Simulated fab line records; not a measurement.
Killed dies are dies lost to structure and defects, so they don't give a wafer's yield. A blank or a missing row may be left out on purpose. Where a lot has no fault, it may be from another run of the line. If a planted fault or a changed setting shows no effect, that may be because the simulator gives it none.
Which tool is to blame? + flow gf180mcu + Sampling: 13 lots, 39 wafers, 2 of 602 route steps

WHAT THE GAUGES READ, wafer by wafer
GF_M4_THK_MEAS_06: measures by xrf.
| lot  | measured     | on            | M4_ALCU_THK (nm) |
|------|--------------|---------------|------------------|
| L591 | day 23 13:39 | film_metro-04 | 473 474 478      |
| L592 | day 23 23:31 | film_metro-03 | 477 476 472      |
| L593 | day 24 01:15 | film_metro-04 | 473 474 476      |
| L598 | day 25 23:55 | film_metro-02 | 471 464 466      |
| L605 | day 27 17:36 | film_metro-02 | 468 466 467      |
| L607 | day 28 09:36 | film_metro-02 | 464 466 469      |
| L608 | day 28 17:27 | film_metro-02 | 465 468 469      |
| L609 | day 28 22:13 | film_metro-02 | 463 474 472      |
| L610 | day 29 00:28 | film_metro-04 | 465 470 472      |
| L611 | day 29 08:52 | film_metro-03 | 465 471 463      |
| L612 | day 29 16:54 | film_metro-04 | 474 472 471      |
| L613 | day 29 22:38 | film_metro-04 | 467 470 470      |
| L614 | day 30 08:41 | film_metro-03 | 473 478 478      |

TOOL THAT RAN EACH LOT (tool first, then ch and the chambers of the sampled wafers, then the start)
| lot  | GF_M4_SPUTTER_02             |
|------|------------------------------|
| L591 | pvd_sputter-02, day 23 13:26 |
| L592 | pvd_sputter-02, day 23 23:17 |
| L593 | pvd_sputter-01, day 24 01:02 |
| L598 | pvd_sputter-01, day 25 23:42 |
| L605 | pvd_sputter-01, day 27 17:23 |
| L607 | pvd_sputter-04, day 28 09:22 |
| L608 | pvd_sputter-02, day 28 17:14 |
| L609 | pvd_sputter-02, day 28 21:59 |
| L610 | pvd_sputter-02, day 29 00:16 |
| L611 | pvd_sputter-02, day 29 08:40 |
| L612 | pvd_sputter-01, day 29 16:41 |
| L613 | pvd_sputter-04, day 29 22:25 |
| L614 | pvd_sputter-04, day 30 08:28 |
- GF_M4_SPUTTER_02: material AlCu, target thk 450 nm, time 24.84 s.

AS READ BY THE TOOLS THEMSELVES (means over the sampled wafers that have a number; for cases with no such wafer, the mark the record gives instead)
GF_M4_SPUTTER_02.
| lot  | tool           | throttle_valve_pct (%) |
|------|----------------|------------------------|
| L591 | pvd_sputter-02 | 30.1                   |
| L592 | pvd_sputter-02 | 29.8                   |
| L593 | pvd_sputter-01 | 30.6                   |
| L598 | pvd_sputter-01 | 29.9                   |
| L605 | pvd_sputter-01 | 30.1                   |
| L607 | pvd_sputter-04 | 29.2                   |
| L608 | pvd_sputter-02 | 29.9                   |
| L609 | pvd_sputter-02 | 29.7                   |
| L610 | pvd_sputter-02 | 29.9                   |
| L611 | pvd_sputter-02 | 29.9                   |
| L612 | pvd_sputter-01 | 29.8                   |
| L613 | pvd_sputter-04 | 29.8                   |
| L614 | pvd_sputter-04 | 29.3                   |

THE ANSWER, worked out from the rows above alone
Rule: the usual values come from the lots themselves. The widest of any qualifying gaps counts: lots, ordered by their means at a reading, are off when they make up no more than a third of the lots, leave a main group of 4 or more, and stand apart from it by 3 or more times the standard deviation of that group's means. A main group is skipped when, at the precision printed for the reading in the tables above, its means are all equal. A lot without any number at a reading at which 4 lots or more have one is off too. Any other lot the step has rows for is counted as sound. The gauges are gone through in route order, then the tools' own readings, and for those a lot's mean is taken as printed above. The first step at which some lot is off is used, and at that step the reading that is off furthest; a lot without a number counts as furthest.
No lot is off at any reading shown: from this, nothing can be told.

WHAT THE SIMULATOR HAD PUT IN
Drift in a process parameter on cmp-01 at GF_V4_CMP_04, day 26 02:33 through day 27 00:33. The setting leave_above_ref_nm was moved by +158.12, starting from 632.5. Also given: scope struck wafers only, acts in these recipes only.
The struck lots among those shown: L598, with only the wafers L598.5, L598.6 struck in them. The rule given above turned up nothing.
